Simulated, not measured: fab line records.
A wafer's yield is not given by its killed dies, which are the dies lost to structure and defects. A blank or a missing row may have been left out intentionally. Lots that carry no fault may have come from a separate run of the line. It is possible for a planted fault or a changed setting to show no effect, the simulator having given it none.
Which tool did it? | flow sky130 | 17 wafers from 6 lots sampled at 3 of the route's 708 steps

== WHAT THE GAUGES SHOWED, per wafer ==
SKY_SD_P_CD_MEAS_07: the cd target is 380 nm.
lot  | measured     | on       | cdNm (nm)
L782 | day 28 17:14 | cdSem-01 | 380.7 382.7 383.1
L787 | day 29 15:17 | cdSem-01 | 380.1 381.8 384.7
L788 | day 31 01:05 | cdSem-01 | 385.9 387.1 388.7
L791 | day 31 00:33 | cdSem-02 | 378.9 381.5 381.4
L793 | day 31 01:47 | cdSem-01 | 382.5 380.9 381.4
L799 | day 32 21:24 | cdSem-02 | 381.4 354.6 381.7 355.0

== TOOL THAT RAN EACH LOT (tool first, then ch and the chambers of the sampled wafers, then the start) ==
lot  | SKY_SPACER_ETCHBACK_02            | SKY_SD_P_EXPOSE_04
L782 | rieDiel-04 ch 0,2, day 26 08:32   | ilineStepper-01 ch 0, day 28 04:35
L787 | rieDiel-01 ch 0,1,2, day 27 06:51 | ilineStepper-02 ch 0, day 29 00:40
L788 | rieDiel-01 ch 0,1,3, day 28 18:22 | ilineStepper-01 ch 0, day 30 11:29
L791 | rieDiel-02 ch 0,1,3, day 28 18:22 | ilineStepper-01 ch 0, day 30 11:07
L793 | rieDiel-04 ch 0,1,2, day 28 18:26 | ilineStepper-01 ch 0, day 30 12:08
L799 | rieDiel-02 ch 1,2, day 30 13:13   | ilineStepper-01 ch 0, day 32 08:08
- SKY_SPACER_ETCHBACK_02: etches Si3N4 in CH3F/O2, stops on SiO2, time 46.7 s, target depth 45 nm.
- SKY_SD_P_EXPOSE_04: exposes mask PSDM, target cd 380 nm.

== THE ANSWER, worked out from the rows above alone ==
Rule: what is usual is taken from the lots themselves. Put in order of their means at a reading, lots are off if they are a third of the lots or fewer, leave a main group of 4 or more, and stand apart from it by a gap of 3 or more times the standard deviation of the main group's means; of several such gaps the widest counts. A main group whose means are all the same, to the digits that the tables above print for the reading, isn't used. A lot without any number at a reading at which 4 lots or more have one is off too. The other lots that the step has rows for count as sound.
Off: L799, at SKY_SD_P_CD_MEAS_07 (cdNm). The main group: mean 382.8 nm, standard deviation 2.3.
A tool fits if, at a process step before that reading, it ran every lot that is off, and no sound lot after the first of them. Those tools and the gauges at SKY_SD_P_CD_MEAS_07 are tried in the same way. Can't be told from this: 3 tools fit, rieDiel-02 at SKY_SPACER_ETCHBACK_02, ilineStepper-01 at SKY_SD_P_EXPOSE_04, cdSem-02 at SKY_SD_P_CD_MEAS_07.

== WHAT THE SIMULATOR HAD INSERTED ==
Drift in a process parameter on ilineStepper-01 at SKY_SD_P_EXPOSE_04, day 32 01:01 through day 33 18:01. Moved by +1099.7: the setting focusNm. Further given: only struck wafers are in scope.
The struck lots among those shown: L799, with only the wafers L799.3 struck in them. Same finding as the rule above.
